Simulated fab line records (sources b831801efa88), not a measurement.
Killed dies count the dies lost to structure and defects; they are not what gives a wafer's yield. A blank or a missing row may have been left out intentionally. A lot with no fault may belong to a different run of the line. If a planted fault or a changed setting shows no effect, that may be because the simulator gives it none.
Chamber matching -- flow sky130 -- SKY_VIA1_CMP_02 on cmp-01 has 4 sister chambers
The step polishes SiO2. 14 wafers are shown with their chamber, then 7 later ones without.

== WAFERS WITH THEIR CHAMBER ==
wafer,chamber,motor_current_A (A)
L814.1,0,12.4
L814.5,1,11.3
L814.6,0,13.0
L816.1,2,12.0
L816.5,1,12.3
L816.6,2,11.8
L820.3,2,11.3
L820.5,2,11.4
L820.6,1,11.8
L821.2,0,12.6
L821.3,2,11.7
L821.6,3,11.5
L825.1,1,11.7
L825.2,0,12.2

SIGNATURES (means of the wafers above)
reading,chamber 0,chamber 1,chamber 2,chamber 3,scatter within a chamber
motor_current_A,12.550,11.775,11.640,11.500,0.345
Rule: for each reading, subtract the chamber's mean from the wafer's reading, divide by that reading's scatter and square the result; add these up over the readings and take the root, which gives the wafer's distance from the chamber. The wafer belongs to the nearest chamber; if the next one is less than 2 further off, it can't be placed. The scatter is the square root of a quotient: the sum, over the shown wafers, of each reading's squared deviation from its chamber's mean, divided by wafers minus chambers.

== WAFERS MISSING THEIR CHAMBER ==
wafer,motor_current_A (A)
L825.3,11.6
L826.1,12.0
L826.3,12.3
L826.6,11.5
L830.1,11.0
L830.4,11.4
L830.6,12.7

== CHAMBER TAKEN BY EACH ==
wafer,from the rows above,in truth
L825.3,can't be placed: 2 or 3 or 1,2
L826.1,can't be placed: 1 or 2 or 3 or 0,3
L826.3,can't be placed: 0 or 1 or 2 or 3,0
L826.6,can't be placed: 3 or 2 or 1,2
L830.1,can't be placed: 3 or 2 or 1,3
L830.4,can't be placed: 3 or 2 or 1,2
L830.6,0,0
Correct placement for 1 of the 7. These rows do not allow placing 6 (true chamber among the candidates in 6). Number placed wrongly: 0.
